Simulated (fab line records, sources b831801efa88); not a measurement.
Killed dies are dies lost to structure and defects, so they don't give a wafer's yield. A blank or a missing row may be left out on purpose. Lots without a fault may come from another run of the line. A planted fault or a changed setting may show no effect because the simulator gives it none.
Which tool did it? | flow sky130 | 11 lots, 33 wafers sampled, at 5 steps of a route of 708

WHAT THE GAUGES READ, wafer by wafer
The record holds no reading of a measuring or inspecting step that can be judged against a usual standard deviation.

WHICH TOOL RAN EACH LOT (tool, then ch and the chambers of the sampled wafers, then the start)
lot  | SKY_METAL2_STRIP_21             | SKY_CAP2M_STRIP_14                   | SKY_METAL5_SPUTTER_03        | SKY_METAL5_METAL_ETCH_15          | SKY_PAD_OPEN_PROBE_99
L560 | wet_bench-01 ch 2, day 34 10:54 | plasma_asher-02 ch 0, day 40 00:33   | pvd_sputter-04, day 42 04:10 | rie_metal-04 ch 0,1, day 43 02:39 | -
L561 | wet_bench-02 ch 3, day 35 07:36 | plasma_asher-01 ch 0, day 40 20:51   | pvd_sputter-04, day 42 23:58 | rie_metal-01 ch 0,1, day 43 22:19 | -
L563 | wet_bench-03 ch 2, day 35 19:05 | plasma_asher-01 ch 0,1, day 41 05:47 | pvd_sputter-04, day 43 07:47 | rie_metal-01 ch 0,1, day 44 06:41 | -
L564 | wet_bench-02 ch 2, day 37 01:38 | plasma_asher-01 ch 0,1, day 42 10:11 | pvd_sputter-03, day 44 10:55 | rie_metal-03 ch 0,1, day 45 08:28 | -
L568 | wet_bench-03 ch 1, day 37 15:23 | plasma_asher-02 ch 0,1, day 42 23:23 | pvd_sputter-04, day 44 23:44 | rie_metal-03 ch 0,1, day 45 20:58 | -
L569 | wet_bench-03 ch 0, day 38 00:08 | plasma_asher-03 ch 0,1, day 43 08:31 | pvd_sputter-04, day 45 07:32 | rie_metal-01 ch 0,1, day 46 04:12 | prober-01, day 48 00:13
L570 | wet_bench-03 ch 0, day 38 13:03 | plasma_asher-01 ch 0,1, day 43 20:11 | pvd_sputter-04, day 45 18:52 | rie_metal-01 ch 0,1, day 46 15:01 | prober-01, day 48 10:40
L575 | wet_bench-01 ch 2, day 40 20:43 | plasma_asher-01 ch 0,1, day 45 21:26 | pvd_sputter-04, day 47 17:10 | rie_metal-01 ch 1, day 48 11:55   | -
L578 | wet_bench-02 ch 2, day 40 20:53 | plasma_asher-02 ch 0,1, day 45 22:38 | pvd_sputter-04, day 47 18:22 | rie_metal-03 ch 0,1, day 48 12:13 | -
L583 | wet_bench-03 ch 0, day 42 02:18 | plasma_asher-02 ch 0,1, day 46 20:53 | pvd_sputter-04, day 48 15:42 | rie_metal-03 ch 0,1, day 49 08:36 | -
L582 | wet_bench-03 ch 0, day 42 06:53 | plasma_asher-02 ch 0,1, day 47 02:27 | pvd_sputter-04, day 48 20:39 | rie_metal-04 ch 0,1, day 49 13:49 | -
- SKY_METAL2_STRIP_21: strips in post etch residue remover, time 1200 s.
- SKY_CAP2M_STRIP_14: strips in O2/N2.
- SKY_METAL5_SPUTTER_03: material Ti, target thk 5 nm, time 3.3 s.
- SKY_METAL5_METAL_ETCH_15: etches the open film in Cl2/BCl3, stops on SiO2, target depth 1260 nm, time 252 s.
- SKY_PAD_OPEN_PROBE_99

WHAT THE TOOLS THEMSELVES READ (means of the sampled wafers that have a number; where no wafer has one, the mark that the record gives instead)
SKY_CAP2M_STRIP_14.
lot  | tool            | chamber_pressure_mTorr (mTorr) | drypump_motor_current_A (A) | n2_flow_sccm (sccm) | oes_product_au (a.u.) | strip_time_to_endpoint_s (s)
L560 | plasma_asher-02 | 1498.6                         | 5.0                         | 300.7               | 0.710                 | 12.68
L561 | plasma_asher-01 | 1499.5                         | 4.8                         | 299.9               | 0.712                 | 12.62
L563 | plasma_asher-01 | 1498.8                         | 5.0                         | 300.1               | 0.708                 | 12.66
L564 | plasma_asher-01 | 1499.0                         | 5.1                         | 299.4               | 0.712                 | 12.67
L568 | plasma_asher-02 | 1499.6                         | 5.2                         | 299.7               | 0.713                 | 12.68
L569 | plasma_asher-03 | 1500.3                         | 5.6                         | 300.5               | 0.707                 | 12.69
L570 | plasma_asher-01 | 1499.0                         | 5.0                         | 299.5               | 0.708                 | 12.62
L575 | plasma_asher-01 | 1499.9                         | 5.1                         | 299.7               | 0.715                 | 12.63
L578 | plasma_asher-02 | 1499.9                         | 5.1                         | 299.9               | 0.709                 | 12.69
L583 | plasma_asher-02 | 1501.1                         | 5.4                         | 300.3               | 0.712                 | 12.63
L582 | plasma_asher-02 | 1500.0                         | 5.2                         | 299.8               | 0.708                 | 12.63

SKY_METAL5_SPUTTER_03.
lot  | tool           | throttle_valve_pct (%)
L560 | pvd_sputter-04 | 30.0
L561 | pvd_sputter-04 | 29.5
L563 | pvd_sputter-04 | 29.5
L564 | pvd_sputter-03 | 29.5
L568 | pvd_sputter-04 | 29.7
L569 | pvd_sputter-04 | 29.7
L570 | pvd_sputter-04 | 29.6
L575 | pvd_sputter-04 | 30.1
L578 | pvd_sputter-04 | 29.5
L583 | pvd_sputter-04 | 29.3
L582 | pvd_sputter-04 | 29.7

SKY_METAL5_METAL_ETCH_15.
lot  | tool         | chamber_pressure_mTorr (mTorr) | drypump_motor_current_A (A) | oes_product_au (a.u.) | rf_fwd_power_W (W) | throttle_valve_pct (%)
L560 | rie_metal-04 | 10.004                         | 5.52                        | 0.895                 | 899.3              | 22.257
L561 | rie_metal-01 | 9.999                          | 5.57                        | 0.886                 | 896.8              | 22.261
L563 | rie_metal-01 | 10.007                         | 5.38                        | 0.897                 | 896.1              | 22.269
L564 | rie_metal-03 | 9.992                          | 5.46                        | 0.891                 | 898.5              | 22.262
L568 | rie_metal-03 | 10.007                         | 5.46                        | 0.896                 | 895.4              | 22.270
L569 | rie_metal-01 | 10.005                         | 5.58                        | 0.896                 | 897.3              | 22.271
L570 | rie_metal-01 | 9.997                          | 5.56                        | 0.893                 | 895.2              | 22.258
L575 | rie_metal-01 | 9.992                          | 5.73                        | 0.898                 | 895.6              | 22.268
L578 | rie_metal-03 | 10.005                         | 5.40                        | 0.891                 | 894.8              | 22.272
L583 | rie_metal-03 | 9.996                          | 5.38                        | 0.897                 | 897.9              | 22.262
L582 | rie_metal-04 | 10.005                         | 5.37                        | 0.896                 | 896.8              | 22.260

SKY_PAD_OPEN_PROBE_99.
lot  | tool      | defect_limited_yield (%) | killed_at_M0_to_M3 | killed_at_M4_up | killed_at_contacts | killed_at_front_end | killed_at_other | killed_dies | killed_open | killed_short | sort_bin_3_pad_short (%) | sort_bin_5_function (%) | sort_bin_6_memory (%) | sort_n_pass | sort_yield_pct (%)
L569 | prober-01 | 70.7                     | 114                | 2.7             | 15                 | 12                  | 0.0             | 144         | 44          | 33           | 5.2                      | 17.4                    | 6.7                   | 348         | 70.7
L570 | prober-01 | 71.6                     | 105                | 2.7             | 23                 | 9                   | 0.0             | 140         | 39          | 35           | 4.1                      | 18.1                    | 6.3                   | 352         | 71.6

THE ANSWER, worked out from the rows above alone
Rule: what is usual is taken from the lots themselves. Put in order of their means at a reading, lots are off if they are a third of the lots or fewer, leave a main group of 4 or more, and stand apart from it by a gap of 3 or more times the standard deviation of the main group's means; of several such gaps the widest counts. A main group whose means are all the same, to the digits that the tables above print for the reading, isn't used. A lot without any number at a reading at which 4 lots or more have one is off too. The other lots that the step has rows for count as sound. The gauges are gone through in route order, then the tools' own readings, and for those a lot's mean is taken as printed above. The first step at which some lot is off is used, and at that step the reading that is off furthest; a lot without a number counts as furthest.
No lot is off at any reading shown: from this, nothing can be told.

WHAT THE SIMULATOR HAD PUT IN
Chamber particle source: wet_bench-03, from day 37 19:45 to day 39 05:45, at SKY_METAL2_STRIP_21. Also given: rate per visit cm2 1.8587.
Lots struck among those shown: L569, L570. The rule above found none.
